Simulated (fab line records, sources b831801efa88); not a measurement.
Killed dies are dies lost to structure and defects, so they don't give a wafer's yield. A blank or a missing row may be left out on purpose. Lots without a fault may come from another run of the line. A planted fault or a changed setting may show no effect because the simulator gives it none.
Which tool did it? | flow sky130 | 12 lots, 36 wafers sampled, at 5 steps of a route of 708

WHAT THE GAUGES READ, wafer by wafer
SKY_VT_ADJUST_HVTR_TW_MEAS_11. Usual: VT_ADJUST_HVTR_TW 208.5, standard deviation 2.5.
lot  | measured     | on            | VT_ADJUST_HVTR_TW | flag
L963 | day 9 07:34  | film_metro-03 | 210.5 210.3 210.8 |
L964 | day 9 19:43  | film_metro-04 | 213.4 212.6 213.1 |
L965 | day 9 23:09  | film_metro-01 | 207.2 206.8 206.0 |
L966 | day 10 05:38 | film_metro-04 | 210.5 212.3 211.9 |
L968 | day 11 07:21 | film_metro-03 | 209.4 209.4 207.9 |
L971 | day 11 22:19 | film_metro-03 | 209.9 209.5 209.0 |
L972 | day 12 08:10 | film_metro-01 | 206.8 205.9 205.9 |
L973 | day 12 15:05 | film_metro-04 | 212.5 212.0 212.2 |
L974 | day 12 17:47 | film_metro-04 | 212.5 211.4 211.9 |
L976 | day 13 19:43 | film_metro-01 | 207.3 206.6 207.3 |
L979 | day 14 11:37 | film_metro-01 | 206.1 205.8 205.1 |
L980 | day 14 18:53 | film_metro-03 | 209.5 209.0 207.6 |

SKY_SONOS_ONO_THK_MEAS_05. Usual: SONOS_ONO_CVD_04_THK 5.61 nm, standard deviation 0.1.
lot  | measured     | on            | SONOS_ONO_CVD_04_THK (nm) | flag
L963 | day 11 11:31 | film_metro-03 | 5.77 5.92 5.80            |
L964 | day 11 22:38 | film_metro-03 | 5.62 5.65 5.54            |
L965 | day 12 02:56 | film_metro-02 | 5.49 5.64 5.54            |
L966 | day 12 10:08 | film_metro-04 | 5.66 5.66 5.65            |
L968 | day 13 14:27 | film_metro-04 | 5.65 5.71 5.73            |
L971 | day 14 05:47 | film_metro-03 | 5.61 5.61 5.59            |
L972 | day 14 15:41 | film_metro-04 | 5.56 5.53 5.48            |
L973 | day 15 03:17 | film_metro-04 | 5.71 5.78 5.65            |
L974 | day 15 03:18 | film_metro-02 | 5.67 5.58 5.82            |
L976 | day 16 07:55 | film_metro-02 | 5.66 5.49 5.58            |
L979 | day 16 23:03 | film_metro-02 | 4.86 4.97 4.92            | OFF
L980 | day 17 06:59 | film_metro-02 | 5.14 5.13 5.02            | OFF

SKY_SONOS_ONO_CD_MEAS_13: target cd 410 nm. Usual: cd_nm 410.3 nm, standard deviation 2.1.
lot  | measured     | on        | cd_nm (nm)        | flag
L963 | day 12 11:12 | cd_sem-02 | 411.9 407.6 408.8 |
L964 | day 12 23:27 | cd_sem-01 | 411.5 411.7 411.2 |
L965 | day 13 03:49 | cd_sem-01 | 408.7 408.2 409.7 |
L966 | day 13 11:50 | cd_sem-01 | 407.8 408.4 408.7 |
L968 | day 14 16:31 | cd_sem-02 | 408.8 407.8 411.0 |
L971 | day 15 07:47 | cd_sem-02 | 407.1 408.6 404.3 |
L972 | day 15 18:47 | cd_sem-02 | 410.9 409.7 412.3 |
L973 | day 16 06:05 | cd_sem-02 | 410.6 409.7 410.0 |
L974 | day 16 06:35 | cd_sem-02 | 410.4 411.5 411.7 |
L976 | day 17 12:21 | cd_sem-01 | 411.4 412.3 414.1 |
L979 | day 18 03:49 | cd_sem-01 | 408.6 407.6 408.0 |
L980 | day 18 12:08 | cd_sem-01 | 408.0 411.1 407.8 |

WHICH TOOL RAN EACH LOT (tool, then ch and the chambers of the sampled wafers, then the start)
lot  | SKY_VT_ADJUST_LVTN_STRIP_20          | SKY_SONOS_ONO_CVD_04
L963 | plasma_asher-02 ch 0,1, day 7 15:29  | lpcvd-03 ch 1, day 11 10:14
L964 | plasma_asher-02 ch 0,1, day 8 01:45  | lpcvd-03 ch 1, day 11 21:22
L965 | plasma_asher-02 ch 0,1, day 8 04:30  | lpcvd-03 ch 1, day 12 01:41
L966 | plasma_asher-01 ch 0,1, day 8 10:18  | lpcvd-03 ch 1, day 12 08:53
L968 | plasma_asher-01 ch 0,1, day 9 10:19  | lpcvd-03 ch 1, day 13 13:12
L971 | plasma_asher-02 ch 0,1, day 10 00:39 | lpcvd-03 ch 1, day 14 04:32
L972 | plasma_asher-04 ch 0,1, day 10 08:36 | lpcvd-03 ch 0, day 14 14:26
L973 | plasma_asher-01 ch 0,1, day 10 15:18 | lpcvd-03 ch 1, day 15 02:02
L974 | plasma_asher-02 ch 0,1, day 10 18:28 | lpcvd-03 ch 0, day 15 02:02
L976 | plasma_asher-02 ch 0,1, day 11 17:21 | lpcvd-03 ch 1, day 16 06:38
L979 | plasma_asher-02 ch 0,1, day 12 07:45 | lpcvd-03 ch 0, day 16 21:48
L980 | plasma_asher-01 ch 0,1, day 12 14:30 | lpcvd-03 ch 0, day 17 05:43
- SKY_VT_ADJUST_LVTN_STRIP_20: strips in O2/N2.
- SKY_SONOS_ONO_CVD_04: deposits SiO2 from SiH4/N2O, target thk 5.7199 nm.

WHAT THE TOOLS THEMSELVES READ (means of the sampled wafers that have a number; where no wafer has one, the mark that the record gives instead)
SKY_VT_ADJUST_LVTN_STRIP_20. Usual: drypump_motor_current_A 5.8 A, standard deviation 0.44; oes_product_au 0.716 a.u., standard deviation 0.0044; strip_time_to_endpoint_s 14.18 s, standard deviation 0.047.
lot  | tool            | drypump_motor_current_A (A) | oes_product_au (a.u.) | strip_time_to_endpoint_s (s) | flag
L963 | plasma_asher-02 | 5.9                         | 0.711                 | 14.19                        |
L964 | plasma_asher-02 | 5.9                         | 0.715                 | 14.19                        |
L965 | plasma_asher-02 | 5.9                         | 0.718                 | 14.10                        |
L966 | plasma_asher-01 | 5.5                         | 0.717                 | 14.22                        |
L968 | plasma_asher-01 | 5.5                         | 0.717                 | 14.22                        |
L971 | plasma_asher-02 | 6.1                         | 0.719                 | 14.22                        |
L972 | plasma_asher-04 | 5.9                         | 0.712                 | 14.14                        |
L973 | plasma_asher-01 | 5.2                         | 0.720                 | 14.18                        |
L974 | plasma_asher-02 | 5.8                         | 0.714                 | 14.21                        |
L976 | plasma_asher-02 | 5.9                         | 0.711                 | 14.23                        |
L979 | plasma_asher-02 | 6.2                         | 0.716                 | 14.16                        |
L980 | plasma_asher-01 | 5.3                         | 0.719                 | 14.15                        |

SKY_SONOS_ONO_CVD_04. Usual: pressure_mtorr 399.9 mTorr, standard deviation 0.78; spike_tc_bottom_C 915.7 C, standard deviation 0.95; spike_tc_centre_C 900.3 C, standard deviation 1.2; spike_tc_lower_C 899.6 C, standard deviation 1.1; spike_tc_top_C 909.4 C, standard deviation 1.3; spike_tc_upper_C 900.2 C, standard deviation 1.1; zone_power_centre_pct 19.02 %, standard deviation 0.21.
lot  | tool     | pressure_mtorr (mTorr) | spike_tc_bottom_C (C) | spike_tc_centre_C (C) | spike_tc_lower_C (C) | spike_tc_top_C (C) | spike_tc_upper_C (C) | zone_power_centre_pct (%) | flag
L963 | lpcvd-03 | 399.6                  | 914.5                 | 899.7                 | 899.3                | 911.1              | 899.0                | 19.00                     |
L964 | lpcvd-03 | 399.0                  | 915.6                 | 899.7                 | 898.4                | 910.6              | 899.7                | 18.87                     |
L965 | lpcvd-03 | 400.7                  | 915.4                 | 899.0                 | 899.9                | 910.2              | 899.6                | 19.10                     |
L966 | lpcvd-03 | 400.1                  | 915.3                 | 900.3                 | 898.9                | 910.0              | 899.7                | 18.90                     |
L968 | lpcvd-03 | 400.4                  | 915.7                 | 898.4                 | 898.7                | 910.0              | 899.6                | 18.98                     |
L971 | lpcvd-03 | 398.6                  | 915.5                 | 900.1                 | 898.2                | 910.6              | 899.9                | 19.11                     |
L972 | lpcvd-03 | 398.6                  | 915.9                 | 901.4                 | 900.3                | 907.9              | 900.2                | 19.05                     |
L973 | lpcvd-03 | 399.8                  | 916.1                 | 899.9                 | 898.8                | 909.3              | 899.2                | 18.95                     |
L974 | lpcvd-03 | 400.4                  | 916.2                 | 900.9                 | 899.1                | 908.7              | 901.3                | 19.10                     |
L976 | lpcvd-03 | 401.2                  | 916.7                 | 899.3                 | 898.4                | 910.1              | 900.1                | 19.07                     |
L979 | lpcvd-03 | 399.4                  | 909.2                 | 894.7                 | 893.4                | 902.3              | 894.2                | 18.86                     | OFF
L980 | lpcvd-03 | 400.2                  | 909.5                 | 893.4                 | 894.3                | 901.0              | 893.9                | 18.86                     | OFF

THE ANSWER, worked out from the rows above alone
Rule: a lot is off if the mean of its wafers that have a number lies more than 3 standard deviations from the usual mean. A lot without any number at a reading at which 4 lots or more have one is off too. The other lots that the step has rows for count as sound. The gauges are gone through in route order, then the tools' own readings, and for those a lot's mean is taken as printed above. The first step at which some lot is off is used, and at that step the reading that is off furthest; a lot without a number counts as furthest.
Off: L979, L980, at SKY_SONOS_ONO_THK_MEAS_05 (SONOS_ONO_CVD_04_THK).
A tool fits if, at a process step before that reading, it ran every lot that is off, and no sound lot after the first of them. The gauges at SKY_SONOS_ONO_THK_MEAS_05 aren't tried: what is off there is off at SKY_SONOS_ONO_CVD_04 too, on other tools, and a gauge's error can't cause that. One fits: lpcvd-03 at SKY_SONOS_ONO_CVD_04. Its last sound lot is L976 (day 16 06:38), its first lot that is off L979 (day 16 21:48): a fault that began between those two fits.
The tool's own readings at SKY_SONOS_ONO_CVD_04 bear it out: on the lots that are off they differ by more than 5 times the standard deviation of the sound lots' means. spike_tc_bottom_C reads 909.4 C there against 915.7 C on the sound lots; spike_tc_centre_C reads 894.0 C there against 899.9 C on the sound lots; spike_tc_lower_C reads 893.8 C there against 899.0 C on the sound lots; spike_tc_top_C reads 901.6 C there against 909.9 C on the sound lots; spike_tc_upper_C reads 894.0 C there against 899.8 C on the sound lots.

WHAT THE SIMULATOR HAD PUT IN
Process parameter drift: lpcvd-03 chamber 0, from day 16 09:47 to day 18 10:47, at SKY_SONOS_ONO_CVD_04. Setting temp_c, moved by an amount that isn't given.
Lots struck among those shown: L979, L980. The rule above found the same.
